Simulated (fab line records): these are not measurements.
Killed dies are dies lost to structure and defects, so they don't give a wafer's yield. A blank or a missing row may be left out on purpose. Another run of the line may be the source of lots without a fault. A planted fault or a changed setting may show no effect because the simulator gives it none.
Which tool is to blame? || flow gf180mcu || 36 wafers from 12 lots sampled at 4 of the route's 602 steps

== WHAT THE GAUGES READ, wafer by wafer ==
GF_VT_IMPLANT_OVL_MEAS_07. Usual: VT_IMPLANT_OVL gives 0.1 nm (standard deviation 1.3).
{"lot": "L222", "measured": "day 5 17:26", "on": "overlay-02", "VT_IMPLANT_OVL (nm)": "-1.3 1.3 0.3", "flag": ""}
{"lot": "L224", "measured": "day 6 07:06", "on": "overlay-01", "VT_IMPLANT_OVL (nm)": "0.9 0.0 -1.6", "flag": ""}
{"lot": "L225", "measured": "day 6 11:33", "on": "overlay-02", "VT_IMPLANT_OVL (nm)": "1.0 2.1 2.4", "flag": ""}
{"lot": "L226", "measured": "day 6 18:25", "on": "overlay-02", "VT_IMPLANT_OVL (nm)": "-0.1 -1.8 -2.9", "flag": ""}
{"lot": "L227", "measured": "day 7 05:54", "on": "overlay-01", "VT_IMPLANT_OVL (nm)": "-1.3 1.2 -1.8", "flag": ""}
{"lot": "L228", "measured": "day 7 18:09", "on": "overlay-01", "VT_IMPLANT_OVL (nm)": "0.0 0.0 1.6", "flag": ""}
{"lot": "L233", "measured": "day 9 02:09", "on": "overlay-01", "VT_IMPLANT_OVL (nm)": "-1.3 -2.0 2.4", "flag": ""}
{"lot": "L236", "measured": "day 9 17:30", "on": "overlay-01", "VT_IMPLANT_OVL (nm)": "0.2 -0.1 -1.1", "flag": ""}
{"lot": "L240", "measured": "day 10 10:39", "on": "overlay-01", "VT_IMPLANT_OVL (nm)": "-1.2 0.9 -0.8", "flag": ""}
{"lot": "L242", "measured": "day 11 01:00", "on": "overlay-01", "VT_IMPLANT_OVL (nm)": "2.0 -0.1 0.9", "flag": ""}
{"lot": "L243", "measured": "day 11 07:54", "on": "overlay-01", "VT_IMPLANT_OVL (nm)": "3.9 2.0 2.3", "flag": ""}
{"lot": "L244", "measured": "day 11 11:48", "on": "overlay-02", "VT_IMPLANT_OVL (nm)": "-0.2 -2.3 -0.1", "flag": ""}

== WHICH TOOL RAN EACH LOT (tool, then ch and the chambers of the sampled wafers, then the start) ==
{"lot": "L222", "GF_STI_ETCH_14": "rieSi-02 ch 0,2,3, day 2 06:54", "GF_STI_STRIP_15": "plasmaAsher-01 ch 0,1, day 2 06:58", "GF_LVPWELL_STRIP_10": "plasmaAsher-02 ch 0,1, day 4 01:04"}
{"lot": "L224", "GF_STI_ETCH_14": "rieSi-01 ch 1,2, day 2 16:26", "GF_STI_STRIP_15": "plasmaAsher-03 ch 0,1, day 2 16:30", "GF_LVPWELL_STRIP_10": "plasmaAsher-04 ch 0,1, day 4 12:28"}
{"lot": "L225", "GF_STI_ETCH_14": "rieSi-02 ch 0,1,3, day 2 22:11", "GF_STI_STRIP_15": "plasmaAsher-04 ch 0,1, day 2 22:16", "GF_LVPWELL_STRIP_10": "plasmaAsher-02 ch 0,1, day 4 17:30"}
{"lot": "L226", "GF_STI_ETCH_14": "rieSi-01 ch 1,2,3, day 3 03:05", "GF_STI_STRIP_15": "plasmaAsher-03 ch 0,1, day 3 03:11", "GF_LVPWELL_STRIP_10": "plasmaAsher-01 ch 0,1, day 4 21:42"}
{"lot": "L227", "GF_STI_ETCH_14": "rieSi-01 ch 0,1,3, day 3 08:26", "GF_STI_STRIP_15": "plasmaAsher-03 ch 0, day 3 08:31", "GF_LVPWELL_STRIP_10": "plasmaAsher-02 ch 0,1, day 5 07:49"}
{"lot": "L228", "GF_STI_ETCH_14": "rieSi-01 ch 0,1,3, day 3 12:42", "GF_STI_STRIP_15": "plasmaAsher-03 ch 0,1, day 3 12:46", "GF_LVPWELL_STRIP_10": "plasmaAsher-02 ch 0,1, day 5 20:22"}
{"lot": "L233", "GF_STI_ETCH_14": "rieSi-02 ch 1,2, day 4 15:02", "GF_STI_STRIP_15": "plasmaAsher-04 ch 1, day 4 15:07", "GF_LVPWELL_STRIP_10": "plasmaAsher-01 ch 0,1, day 7 00:40"}
{"lot": "L236", "GF_STI_ETCH_14": "rieSi-01 ch 1,2,3, day 5 12:18", "GF_STI_STRIP_15": "plasmaAsher-01 ch 0,1, day 5 12:22", "GF_LVPWELL_STRIP_10": "plasmaAsher-01 ch 0,1, day 7 15:22"}
{"lot": "L240", "GF_STI_ETCH_14": "rieSi-02 ch 0,3, day 6 02:53", "GF_STI_STRIP_15": "plasmaAsher-01 ch 0,1, day 6 02:57", "GF_LVPWELL_STRIP_10": "plasmaAsher-04 ch 0,1, day 8 07:22"}
{"lot": "L242", "GF_STI_ETCH_14": "rieSi-02 ch 0,3, day 6 14:36", "GF_STI_STRIP_15": "plasmaAsher-04 ch 0,1, day 6 14:40", "GF_LVPWELL_STRIP_10": "plasmaAsher-02 ch 0,1, day 8 19:58"}
{"lot": "L243", "GF_STI_ETCH_14": "rieSi-02 ch 0,2, day 6 19:11", "GF_STI_STRIP_15": "plasmaAsher-04 ch 0,1, day 6 19:15", "GF_LVPWELL_STRIP_10": "plasmaAsher-02 ch 0,1, day 9 02:11"}
{"lot": "L244", "GF_STI_ETCH_14": "rieSi-02 ch 0,2, day 7 00:20", "GF_STI_STRIP_15": "plasmaAsher-03 ch 0,1, day 7 00:24", "GF_LVPWELL_STRIP_10": "plasmaAsher-04 ch 0,1, day 9 05:23"}
- GF_STI_ETCH_14: etches Si in HBr/Cl2/O2, target depth 360 nm, time 102.9 s.
- GF_STI_STRIP_15: strips in O2/N2.
- GF_LVPWELL_STRIP_10: strips in O2/N2.

== AS READ BY THE TOOLS THEMSELVES (means over the sampled wafers that have a number; for cases with no such wafer, the mark the record gives instead) ==
GF_STI_ETCH_14. Usual: drypumpMotorCurrentA 5.9 A, standard deviation 0.39; oesProductAu 0.997 a.u., standard deviation 0.016; throttleValvePct 25.658 %, standard deviation 0.013.
{"lot": "L222", "tool": "rieSi-02", "drypumpMotorCurrentA (A)": 5.6, "oesProductAu (a.u.)": 0.990, "throttleValvePct (%)": 25.668, "flag": ""}
{"lot": "L224", "tool": "rieSi-01", "drypumpMotorCurrentA (A)": 6.2, "oesProductAu (a.u.)": 0.996, "throttleValvePct (%)": 25.657, "flag": ""}
{"lot": "L225", "tool": "rieSi-02", "drypumpMotorCurrentA (A)": 5.5, "oesProductAu (a.u.)": 0.988, "throttleValvePct (%)": 25.667, "flag": ""}
{"lot": "L226", "tool": "rieSi-01", "drypumpMotorCurrentA (A)": 6.1, "oesProductAu (a.u.)": 1.002, "throttleValvePct (%)": 25.656, "flag": ""}
{"lot": "L227", "tool": "rieSi-01", "drypumpMotorCurrentA (A)": 5.9, "oesProductAu (a.u.)": 1.014, "throttleValvePct (%)": 25.642, "flag": ""}
{"lot": "L228", "tool": "rieSi-01", "drypumpMotorCurrentA (A)": 5.9, "oesProductAu (a.u.)": 1.007, "throttleValvePct (%)": 25.649, "flag": ""}
{"lot": "L233", "tool": "rieSi-02", "drypumpMotorCurrentA (A)": 5.9, "oesProductAu (a.u.)": 1.002, "throttleValvePct (%)": 25.652, "flag": ""}
{"lot": "L236", "tool": "rieSi-01", "drypumpMotorCurrentA (A)": 6.1, "oesProductAu (a.u.)": 1.002, "throttleValvePct (%)": 25.663, "flag": ""}
{"lot": "L240", "tool": "rieSi-02", "drypumpMotorCurrentA (A)": 5.3, "oesProductAu (a.u.)": 0.992, "throttleValvePct (%)": 25.666, "flag": ""}
{"lot": "L242", "tool": "rieSi-02", "drypumpMotorCurrentA (A)": 5.5, "oesProductAu (a.u.)": 0.988, "throttleValvePct (%)": 25.669, "flag": ""}
{"lot": "L243", "tool": "rieSi-02", "drypumpMotorCurrentA (A)": 5.5, "oesProductAu (a.u.)": 1.006, "throttleValvePct (%)": 25.654, "flag": ""}
{"lot": "L244", "tool": "rieSi-02", "drypumpMotorCurrentA (A)": 5.5, "oesProductAu (a.u.)": 1.002, "throttleValvePct (%)": 25.657, "flag": ""}

GF_STI_STRIP_15. Usual: drypumpMotorCurrentA 6.2 A, standard deviation 0.4; heaterPowerW 330 W, standard deviation 35; n2FlowSccm 299.9 sccm, standard deviation 0.99; o2FlowSccm 2998 sccm, standard deviation 9.9; oesProductAu 0.381 a.u., standard deviation 0.0052; stripTimeToEndpointS 3.67 s, standard deviation 0.059.
{"lot": "L222", "tool": "plasmaAsher-01", "drypumpMotorCurrentA (A)": 6.4, "heaterPowerW (W)": 350, "n2FlowSccm (sccm)": 299.9, "o2FlowSccm (sccm)": 3012, "oesProductAu (a.u.)": 0.379, "stripTimeToEndpointS (s)": 3.66, "flag": ""}
{"lot": "L224", "tool": "plasmaAsher-03", "drypumpMotorCurrentA (A)": 5.9, "heaterPowerW (W)": 338, "n2FlowSccm (sccm)": 299.8, "o2FlowSccm (sccm)": 3015, "oesProductAu (a.u.)": 0.385, "stripTimeToEndpointS (s)": 3.71, "flag": ""}
{"lot": "L225", "tool": "plasmaAsher-04", "drypumpMotorCurrentA (A)": 6.0, "heaterPowerW (W)": 289, "n2FlowSccm (sccm)": 299.7, "o2FlowSccm (sccm)": 3000, "oesProductAu (a.u.)": 0.380, "stripTimeToEndpointS (s)": 3.64, "flag": ""}
{"lot": "L226", "tool": "plasmaAsher-03", "drypumpMotorCurrentA (A)": 5.9, "heaterPowerW (W)": 336, "n2FlowSccm (sccm)": 300.0, "o2FlowSccm (sccm)": 2989, "oesProductAu (a.u.)": 0.384, "stripTimeToEndpointS (s)": 3.70, "flag": ""}
{"lot": "L227", "tool": "plasmaAsher-03", "drypumpMotorCurrentA (A)": 5.6, "heaterPowerW (W)": 314, "n2FlowSccm (sccm)": 299.2, "o2FlowSccm (sccm)": 3606, "oesProductAu (a.u.)": 0.384, "stripTimeToEndpointS (s)": 3.64, "flag": "OFF"}
{"lot": "L228", "tool": "plasmaAsher-03", "drypumpMotorCurrentA (A)": 5.9, "heaterPowerW (W)": 330, "n2FlowSccm (sccm)": 299.5, "o2FlowSccm (sccm)": 3591, "oesProductAu (a.u.)": 0.384, "stripTimeToEndpointS (s)": 3.58, "flag": "OFF"}
{"lot": "L233", "tool": "plasmaAsher-04", "drypumpMotorCurrentA (A)": 6.0, "heaterPowerW (W)": 293, "n2FlowSccm (sccm)": 299.1, "o2FlowSccm (sccm)": 2988, "oesProductAu (a.u.)": 0.379, "stripTimeToEndpointS (s)": 3.62, "flag": ""}
{"lot": "L236", "tool": "plasmaAsher-01", "drypumpMotorCurrentA (A)": 6.5, "heaterPowerW (W)": 331, "n2FlowSccm (sccm)": 300.2, "o2FlowSccm (sccm)": 3007, "oesProductAu (a.u.)": 0.378, "stripTimeToEndpointS (s)": 3.64, "flag": ""}
{"lot": "L240", "tool": "plasmaAsher-01", "drypumpMotorCurrentA (A)": 6.4, "heaterPowerW (W)": 348, "n2FlowSccm (sccm)": 300.2, "o2FlowSccm (sccm)": 3001, "oesProductAu (a.u.)": 0.382, "stripTimeToEndpointS (s)": 3.73, "flag": ""}
{"lot": "L242", "tool": "plasmaAsher-04", "drypumpMotorCurrentA (A)": 6.0, "heaterPowerW (W)": 295, "n2FlowSccm (sccm)": 299.8, "o2FlowSccm (sccm)": 2998, "oesProductAu (a.u.)": 0.381, "stripTimeToEndpointS (s)": 3.70, "flag": ""}
{"lot": "L243", "tool": "plasmaAsher-04", "drypumpMotorCurrentA (A)": 6.0, "heaterPowerW (W)": 292, "n2FlowSccm (sccm)": 299.9, "o2FlowSccm (sccm)": 3001, "oesProductAu (a.u.)": 0.376, "stripTimeToEndpointS (s)": 3.65, "flag": ""}
{"lot": "L244", "tool": "plasmaAsher-03", "drypumpMotorCurrentA (A)": 5.9, "heaterPowerW (W)": 328, "n2FlowSccm (sccm)": 299.1, "o2FlowSccm (sccm)": 2986, "oesProductAu (a.u.)": 0.383, "stripTimeToEndpointS (s)": 3.67, "flag": ""}

GF_LVPWELL_STRIP_10. Usual: drypumpMotorCurrentA 6.1 A, standard deviation 0.4; heaterPowerW 326 W, standard deviation 28; n2FlowSccm 299.9 sccm, standard deviation 0.85; o2FlowSccm 3001 sccm, standard deviation 8.6; oesProductAu 0.722 a.u., standard deviation 0.0048; stripTimeToEndpointS 36.98 s, standard deviation 0.095.
{"lot": "L222", "tool": "plasmaAsher-02", "drypumpMotorCurrentA (A)": 6.0, "heaterPowerW (W)": 342, "n2FlowSccm (sccm)": 299.5, "o2FlowSccm (sccm)": 2997, "oesProductAu (a.u.)": 0.719, "stripTimeToEndpointS (s)": 36.77, "flag": ""}
{"lot": "L224", "tool": "plasmaAsher-04", "drypumpMotorCurrentA (A)": 6.0, "heaterPowerW (W)": 292, "n2FlowSccm (sccm)": 299.1, "o2FlowSccm (sccm)": 2995, "oesProductAu (a.u.)": 0.722, "stripTimeToEndpointS (s)": 36.94, "flag": ""}
{"lot": "L225", "tool": "plasmaAsher-02", "drypumpMotorCurrentA (A)": 6.0, "heaterPowerW (W)": 344, "n2FlowSccm (sccm)": 299.0, "o2FlowSccm (sccm)": 2994, "oesProductAu (a.u.)": 0.721, "stripTimeToEndpointS (s)": 37.06, "flag": ""}
{"lot": "L226", "tool": "plasmaAsher-01", "drypumpMotorCurrentA (A)": 6.5, "heaterPowerW (W)": 329, "n2FlowSccm (sccm)": 299.0, "o2FlowSccm (sccm)": 3007, "oesProductAu (a.u.)": 0.723, "stripTimeToEndpointS (s)": 36.92, "flag": ""}
{"lot": "L227", "tool": "plasmaAsher-02", "drypumpMotorCurrentA (A)": 6.0, "heaterPowerW (W)": 345, "n2FlowSccm (sccm)": 300.0, "o2FlowSccm (sccm)": 3001, "oesProductAu (a.u.)": 0.722, "stripTimeToEndpointS (s)": 36.98, "flag": ""}
{"lot": "L228", "tool": "plasmaAsher-02", "drypumpMotorCurrentA (A)": 6.0, "heaterPowerW (W)": 339, "n2FlowSccm (sccm)": 301.2, "o2FlowSccm (sccm)": 3004, "oesProductAu (a.u.)": 0.719, "stripTimeToEndpointS (s)": 36.98, "flag": ""}
{"lot": "L233", "tool": "plasmaAsher-01", "drypumpMotorCurrentA (A)": 6.5, "heaterPowerW (W)": 330, "n2FlowSccm (sccm)": 299.7, "o2FlowSccm (sccm)": 2999, "oesProductAu (a.u.)": 0.726, "stripTimeToEndpointS (s)": 36.90, "flag": ""}
{"lot": "L236", "tool": "plasmaAsher-01", "drypumpMotorCurrentA (A)": 6.4, "heaterPowerW (W)": 350, "n2FlowSccm (sccm)": 299.2, "o2FlowSccm (sccm)": 3001, "oesProductAu (a.u.)": 0.722, "stripTimeToEndpointS (s)": 36.94, "flag": ""}
{"lot": "L240", "tool": "plasmaAsher-04", "drypumpMotorCurrentA (A)": 6.0, "heaterPowerW (W)": 290, "n2FlowSccm (sccm)": 299.9, "o2FlowSccm (sccm)": 2996, "oesProductAu (a.u.)": 0.720, "stripTimeToEndpointS (s)": 37.06, "flag": ""}
{"lot": "L242", "tool": "plasmaAsher-02", "drypumpMotorCurrentA (A)": 5.7, "heaterPowerW (W)": 339, "n2FlowSccm (sccm)": 299.9, "o2FlowSccm (sccm)": 2993, "oesProductAu (a.u.)": 0.722, "stripTimeToEndpointS (s)": 37.01, "flag": ""}
{"lot": "L243", "tool": "plasmaAsher-02", "drypumpMotorCurrentA (A)": 5.7, "heaterPowerW (W)": 342, "n2FlowSccm (sccm)": 299.6, "o2FlowSccm (sccm)": 3012, "oesProductAu (a.u.)": 0.727, "stripTimeToEndpointS (s)": 37.12, "flag": ""}
{"lot": "L244", "tool": "plasmaAsher-04", "drypumpMotorCurrentA (A)": 6.0, "heaterPowerW (W)": 296, "n2FlowSccm (sccm)": 300.1, "o2FlowSccm (sccm)": 3001, "oesProductAu (a.u.)": 0.725, "stripTimeToEndpointS (s)": 37.08, "flag": ""}

== THE ANSWER, worked out from the rows above alone ==
Rule: take the mean of a lot's wafers that have a number; if it is more than 3 standard deviations from the usual mean, the lot is off. Also off: a lot with no number at a reading for which 4 or more lots have one. Where the step has rows for the other lots, those lots are counted as sound. Order of review: gauges by route order, followed by the tools' own readings, for which a lot's mean as printed above is used. At the first step where some lot is off, the reading lying furthest off is the one used; lots without a number count as furthest.
Off, at GF_STI_STRIP_15 on o2FlowSccm: L227, L228.
A tool fits if, at that step or a process step before it, it ran every lot that is off, and no sound lot after the first of them. No candidate that was tried fits.

== WHAT THE SIMULATOR HAD INSERTED ==
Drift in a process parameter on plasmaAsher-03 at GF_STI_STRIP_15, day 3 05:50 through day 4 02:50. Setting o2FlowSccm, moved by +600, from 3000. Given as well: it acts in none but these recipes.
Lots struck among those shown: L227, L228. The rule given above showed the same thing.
